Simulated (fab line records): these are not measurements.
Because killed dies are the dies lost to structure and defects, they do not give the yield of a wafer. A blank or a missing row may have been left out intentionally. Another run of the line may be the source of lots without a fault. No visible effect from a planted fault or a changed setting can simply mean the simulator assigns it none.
Matching of chambers :: flow sky130 :: SKY_VIA3_CMP_02 on cmp-02: 4 sister chambers
The step polishes SiO2. 20 wafers are shown with their chamber, then 10 later ones without.

== WAFERS WITH THEIR CHAMBER ==
wafer: L078.1
chamber: 2
motorCurrentA (A): 10.9
slurryFilterDpKPa (kPa): 13.32

wafer: L078.3
chamber: 0
motorCurrentA (A): 12.2
slurryFilterDpKPa (kPa): 13.48

wafer: L078.4
chamber: 3
motorCurrentA (A): 13.0
slurryFilterDpKPa (kPa): 13.32

wafer: L076.1
chamber: 3
motorCurrentA (A): 12.4
slurryFilterDpKPa (kPa): 13.56

wafer: L076.4
chamber: 0
motorCurrentA (A): 12.5
slurryFilterDpKPa (kPa): 13.37

wafer: L076.5
chamber: 3
motorCurrentA (A): 12.5
slurryFilterDpKPa (kPa): 13.53

wafer: L077.1
chamber: 0
motorCurrentA (A): 12.7
slurryFilterDpKPa (kPa): 13.51

wafer: L077.2
chamber: 3
motorCurrentA (A): 12.5
slurryFilterDpKPa (kPa): 13.33

wafer: L077.4
chamber: 1
motorCurrentA (A): 12.2
slurryFilterDpKPa (kPa): 13.64

wafer: L083.3
chamber: 2
motorCurrentA (A): 11.3
slurryFilterDpKPa (kPa): 13.40

wafer: L083.5
chamber: 2
motorCurrentA (A): 12.0
slurryFilterDpKPa (kPa): 13.42

wafer: L083.6
chamber: 1
motorCurrentA (A): 11.6
slurryFilterDpKPa (kPa): 13.67

wafer: L085.1
chamber: 3
motorCurrentA (A): 12.2
slurryFilterDpKPa (kPa): 13.42

wafer: L085.3
chamber: 1
motorCurrentA (A): 12.8
slurryFilterDpKPa (kPa): 13.44

wafer: L085.5
chamber: 1
motorCurrentA (A): 13.0
slurryFilterDpKPa (kPa): 13.59

wafer: L087.3
chamber: 2
motorCurrentA (A): 12.3
slurryFilterDpKPa (kPa): 13.59

wafer: L087.4
chamber: 3
motorCurrentA (A): 12.9
slurryFilterDpKPa (kPa): 13.41

wafer: L087.6
chamber: 1
motorCurrentA (A): 12.7
slurryFilterDpKPa (kPa): 13.50

wafer: L090.1
chamber: 2
motorCurrentA (A): 11.7
slurryFilterDpKPa (kPa): 13.39

wafer: L090.2
chamber: 1
motorCurrentA (A): 12.7
slurryFilterDpKPa (kPa): 13.66

SIGNATURES, as means of the wafers listed above
reading: motorCurrentA
chamber 0: 12.467
chamber 1: 12.500
chamber 2: 11.640
chamber 3: 12.583
scatter within a chamber: 0.443

reading: slurryFilterDpKPa
chamber 0: 13.4533
chamber 1: 13.5833
chamber 2: 13.4240
chamber 3: 13.4283
scatter within a chamber: 0.0951
Rule: distance of a wafer from a chamber = root of the sum over the readings of ((wafer's reading minus chamber's mean) / reading's scatter) squared. The wafer belongs to the nearest chamber; if the next one is less than 2 further off, it can't be placed. The scatter is the square root of a quotient: the sum, over the shown wafers, of each reading's squared deviation from its chamber's mean, divided by wafers minus chambers.

== WAFERS WITH NO CHAMBER GIVEN ==
wafer: L090.6
motorCurrentA (A): 12.3
slurryFilterDpKPa (kPa): 13.37

wafer: L094.2
motorCurrentA (A): 12.2
slurryFilterDpKPa (kPa): 13.48

wafer: L094.3
motorCurrentA (A): 12.2
slurryFilterDpKPa (kPa): 13.46

wafer: L094.4
motorCurrentA (A): 11.5
slurryFilterDpKPa (kPa): 13.68

wafer: L095.4
motorCurrentA (A): 11.8
slurryFilterDpKPa (kPa): 13.51

wafer: L095.5
motorCurrentA (A): 12.8
slurryFilterDpKPa (kPa): 13.31

wafer: L095.6
motorCurrentA (A): 11.8
slurryFilterDpKPa (kPa): 13.61

wafer: L097.2
motorCurrentA (A): 13.0
slurryFilterDpKPa (kPa): 13.62

wafer: L097.3
motorCurrentA (A): 11.9
slurryFilterDpKPa (kPa): 13.38

wafer: L097.6
motorCurrentA (A): 12.1
slurryFilterDpKPa (kPa): 13.36

== EACH ONE'S CHAMBER ==
wafer: L090.6
from the rows above: can't be placed: 3 or 0 or 2 or 1
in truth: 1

wafer: L094.2
from the rows above: can't be placed: 0 or 3 or 1 or 2
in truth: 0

wafer: L094.3
from the rows above: can't be placed: 0 or 3 or 2 or 1
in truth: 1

wafer: L094.4
from the rows above: can't be placed: 1 or 2 or 0 or 3
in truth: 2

wafer: L095.4
from the rows above: can't be placed: 2 or 0 or 1 or 3
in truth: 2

wafer: L095.5
from the rows above: can't be placed: 3 or 0 or 2 or 1
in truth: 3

wafer: L095.6
from the rows above: can't be placed: 1 or 2 or 0 or 3
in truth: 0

wafer: L097.2
from the rows above: can't be placed: 1 or 0 or 3
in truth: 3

wafer: L097.3
from the rows above: can't be placed: 2 or 0 or 3 or 1
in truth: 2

wafer: L097.6
from the rows above: can't be placed: 2 or 0 or 3 or 1
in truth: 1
Correct placement for 0 of the 10. Cannot be placed on the basis of these rows: 10; the candidates contain the true chamber in 10. Wrongly placed: 0.
